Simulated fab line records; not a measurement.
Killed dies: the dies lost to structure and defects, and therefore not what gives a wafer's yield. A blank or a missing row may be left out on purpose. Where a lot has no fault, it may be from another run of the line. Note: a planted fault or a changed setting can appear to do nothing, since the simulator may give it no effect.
Commonality check across tools -- flow sky130 -- 45 wafers sampled across 15 lots

THE REASON FOR OPENING IT
At SKY_VIA4_RS_MEAS_19 the reading VIA4_W_RS is flagged on 3 of 15 lots. Wafers without a fault read 0.2278 ohm/sq, standard deviation 0.0021.
Rule: a lot is flagged when every wafer of it that has a number lies more than 4 standard deviations from that mean, or none has a number. As for the other lots, they are considered sound.

lot,measured,on,"VIA4_W_RS (ohm/sq), wafer by wafer",flag
L768,day 42 17:43,film-metro-03,0.2239 0.2272 0.2254,
L769,day 42 21:16,film-metro-03,0.2310 0.2310 0.2295,
L774,day 44 09:14,film-metro-04,0.2316 0.2271 0.2255,
L775,day 44 20:04,film-metro-01,0.2266 0.2259 0.2281,
L776,day 45 06:35,film-metro-03,0.2271 0.2267 0.2253,
L778,day 45 15:29,film-metro-03,0.2284 0.2280 0.2276,
L779,day 45 17:10,film-metro-04,0.2304 0.2271 0.2274,
L780,day 46 04:55,film-metro-01,0.2281 0.2306 0.2261,
L781,day 46 10:31,film-metro-04,0.2296 0.2300 0.2286,
L783,day 46 21:15,film-metro-01,57.686 59.197 58.004,FLAGGED
L784,day 47 03:01,film-metro-03,57.969 58.988 58.415,FLAGGED
L785,day 47 08:29,film-metro-03,57.073 56.448 55.982,FLAGGED
L786,day 47 11:01,film-metro-04,0.2313 0.2309 0.2269,
L788,day 48 03:16,film-metro-03,0.2270 0.2273 0.2295,
L789,day 48 04:26,film-metro-04,0.2291 0.2285 0.2304,
Flagged lots average 57.7513 ohm/sq: +57.5235 ohm/sq relative to the usual, that is +99 or more standard deviations.

EACH LOT AND THE TOOL IT RAN ON
The record holds 3 process steps before the reading, out of a route of 708 steps. Each cell gives the tool, then ch followed by the chambers the sampled wafers passed through, then the start.
lot,flag,SKY_VIA4_ETCH_12,SKY_VIA4_SPUTTER_17,SKY_VIA4_CVD_18
L768,,"rie-diel-01 ch 1,2,3, day 42 16:48","pvd-sputter-03, day 42 17:29","cvd-w-02 ch 0,1, day 42 17:34"
L769,,"rie-diel-02 ch 1,3, day 42 20:17","pvd-sputter-01, day 42 21:01","cvd-w-01 ch 0,1, day 42 21:05"
L774,,"rie-diel-01 ch 0,1,3, day 44 08:18","pvd-sputter-02, day 44 08:59","cvd-w-01 ch 0,1, day 44 09:04"
L775,,"rie-diel-03 ch 0,1,3, day 44 19:11","pvd-sputter-01, day 44 19:51","cvd-w-02 ch 0,1, day 44 19:55"
L776,,"rie-diel-01 ch 0,2, day 45 05:30","pvd-sputter-03, day 45 06:21","cvd-w-02 ch 0,1, day 45 06:25"
L778,,"rie-diel-01 ch 1,2,3, day 45 14:35","pvd-sputter-01, day 45 15:15","cvd-w-01 ch 0,1, day 45 15:19"
L779,,"rie-diel-02 ch 1,2,3, day 45 16:15","pvd-sputter-01, day 45 16:57","cvd-w-01 ch 0,1, day 45 17:01"
L780,,"rie-diel-03 ch 0,1,3, day 46 04:02","pvd-sputter-01, day 46 04:41","cvd-w-01 ch 0,1, day 46 04:45"
L781,,"rie-diel-03 ch 0,2, day 46 09:36","pvd-sputter-02, day 46 10:16","cvd-w-01 ch 0,1, day 46 10:23"
L783,FLAGGED,"rie-diel-03 ch 1,2,3, day 46 20:20","pvd-sputter-01, day 46 21:02","cvd-w-01 ch 0,1, day 46 21:06"
L784,FLAGGED,"rie-diel-03 ch 0,1, day 47 02:05","pvd-sputter-01, day 47 02:47","cvd-w-01 ch 0,1, day 47 02:50"
L785,FLAGGED,"rie-diel-02 ch 0,2,3, day 47 07:35","pvd-sputter-01, day 47 08:15","cvd-w-01 ch 0,1, day 47 08:19"
L786,,"rie-diel-03 ch 0,2,3, day 47 10:06","pvd-sputter-03, day 47 10:48","cvd-w-01 ch 0,1, day 47 10:52"
L788,,"rie-diel-01 ch 2, day 48 02:20","pvd-sputter-01, day 48 03:02","cvd-w-01 ch 0,1, day 48 03:06"
L789,,"rie-diel-03 ch 0,1,3, day 48 03:29","pvd-sputter-02, day 48 04:11","cvd-w-02 ch 0,1, day 48 04:17"
What these steps do:
- SKY_VIA4_ETCH_12: etches SiO2 in C4F8/O2/Ar, stops on TiN, target depth 580 nm.
- SKY_VIA4_SPUTTER_17: material TiN, target thk 20 nm, time 80 s.
- SKY_VIA4_CVD_18: deposits W, target thk 505 nm, time 152.14 s.
- SKY_VIA4_RS_MEAS_19: measures by four-point-probe.

FLAGGED AGAINST TOTAL, ONE TOOL AT A TIME (gauges that did the reading follow at the end)
step,tool,lots run,flagged,share of the flagged lots,sound lots run after its first flagged lot
SKY_VIA4_ETCH_12,rie-diel-01,5,0,none,-
SKY_VIA4_ETCH_12,rie-diel-02,3,1,some,0
SKY_VIA4_ETCH_12,rie-diel-03,7,2,some,"2 (L786,L789)"
SKY_VIA4_SPUTTER_17,pvd-sputter-01,9,3,all,1 (L788)
SKY_VIA4_SPUTTER_17,pvd-sputter-02,3,0,none,-
SKY_VIA4_SPUTTER_17,pvd-sputter-03,3,0,none,-
SKY_VIA4_CVD_18,cvd-w-01,11,3,all,"2 (L786,L788)"
SKY_VIA4_CVD_18,cvd-w-02,4,0,none,-
SKY_VIA4_RS_MEAS_19,film-metro-01,3,1,some,0
SKY_VIA4_RS_MEAS_19,film-metro-03,7,2,some,1 (L788)
SKY_VIA4_RS_MEAS_19,film-metro-04,5,0,none,-

WHAT THE TABLE PERMITS
Table rows that saw every flagged lot: 2, namely pvd-sputter-01 at SKY_VIA4_SPUTTER_17 and cvd-w-01 at SKY_VIA4_CVD_18.
- pvd-sputter-01 at SKY_VIA4_SPUTTER_17 ran 9 lots, 3 of them flagged. After the first flagged lot (L788), sound lots still ran on it; a lasting fault on the whole tool would not permit that.
- cvd-w-01 at SKY_VIA4_CVD_18 ran 11 lots, 3 of them flagged. After the first flagged lot (L786, L788), sound lots still ran on it; a lasting fault on the whole tool would not permit that. On the flagged lots its readings are blank where sound lots have values: chamber-pressure-Torr, heater-power-outer-w, heater-power-w.
Not one row of the table ran every flagged lot while running no sound lot after the first.

WHAT THE SIMULATOR PUT IN
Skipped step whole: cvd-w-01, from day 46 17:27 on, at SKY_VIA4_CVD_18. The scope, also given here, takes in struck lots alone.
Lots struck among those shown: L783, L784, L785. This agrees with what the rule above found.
